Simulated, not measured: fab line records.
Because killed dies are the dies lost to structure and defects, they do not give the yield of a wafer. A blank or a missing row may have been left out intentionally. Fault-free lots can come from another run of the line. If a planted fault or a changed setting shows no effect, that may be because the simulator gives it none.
A single fault, viewed from 2 desks | flow gf180mcu | each desk holds nothing but its own numbers, with what lay behind them at the end

TOOL OWNER'S DESK, krf scanner-02
The tool's own readings at GF_M1_EXPOSE_11 (exposes mask Metal1, target cd 230 nm): means of the sampled wafers that have a number, for each lot that ran on this tool. Marked OUT: a lot whose mean sits more than 4 standard deviations from the usual mean, which makes it out of limits; the brackets give that distance.
Columns: A = focus offset nm at GF_M1_EXPOSE_11, usual 0.0 nm
lot  | first seen here | A
L101 | day 17 22:21    | 0.1
L103 | day 18 19:10    | -0.1
L107 | day 20 04:26    | 0.1
L111 | day 21 14:23    | 0.2
L114 | day 23 03:27    | 0.6
L115 | day 23 10:26    | 0.6
Finding of this desk: none of the 6 lots has anything out of limits.

AT THE METROLOGY DESK
Lot by lot, what the gauges showed, no matter which tool ran the lot: averages of those sampled wafers that carry a number. Marked OUT: a lot whose mean sits more than 4 standard deviations from the usual mean, which makes it out of limits; the brackets give that distance.
Columns: A = HV_LDD_03_OVL at GF_HV_LDD_OVL_MEAS_47, usual -0.2 nm; B = cd nm at GF_M1_CD_MEAS_14, usual 229.7 nm; C = V1_CVD_00_THK at GF_V1_THK_MEAS_01, usual 600 nm
lot  | first seen here | A    | B               | C
L997 | day 12 05:13    | 1.2  | 231.1           | 600
L998 | day 12 07:24    | -0.9 | 230.4           | 598
L999 | day 12 19:43    | -0.1 | 229.3           | 594
L100 | day 13 07:40    | 0.0  | 228.7           | 609
L101 | day 13 13:40    | 0.1  | 230.3           | 596
L102 | day 13 19:47    | 2.0  | 227.2           | 601
L103 | day 14 07:47    | -0.6 | 228.9           | 594
L105 | day 14 20:28    | -0.1 | 229.2           | 595
L106 | day 15 02:22    | -0.7 | 231.3           | 603
L107 | day 15 12:52    | 0.0  | 227.9           | 594
L111 | day 16 19:49    | -2.1 | 229.8           | 606
L114 | day 18 06:59    | -1.0 | 179.1 (-39) OUT | 605
L115 | day 18 13:49    | 0.1  | 178.9 (-39) OUT | 599
L119 | day 19 20:29    | -0.5 | 228.9           | 610
This desk finds L114, L115 out of limits, L114 being first, at day 23 14:59 (cd nm at GF_M1_CD_MEAS_14). Within limits: L997, L998, L999, L100, L101, L102, L103, L105, L106, L107, L111, L119.

BROUGHT TOGETHER
Metrology desk: alarm possible at day 23 14:59 on L114, L115.
The tool owner's desk saw nothing out of limits.
The tool owner's desk has L114, L115 on record, within its limits.
Of the lots named, all ran GF_M1_EXPOSE_11 on krf scanner-02.

WHAT HAD BEEN PUT IN BY THE SIMULATOR
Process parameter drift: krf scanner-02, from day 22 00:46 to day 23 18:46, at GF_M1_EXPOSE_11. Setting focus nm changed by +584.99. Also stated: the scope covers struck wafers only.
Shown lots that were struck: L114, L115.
Time in hours between the start of the fault and the first out-of-limits reading at each desk: metrology desk, 38.
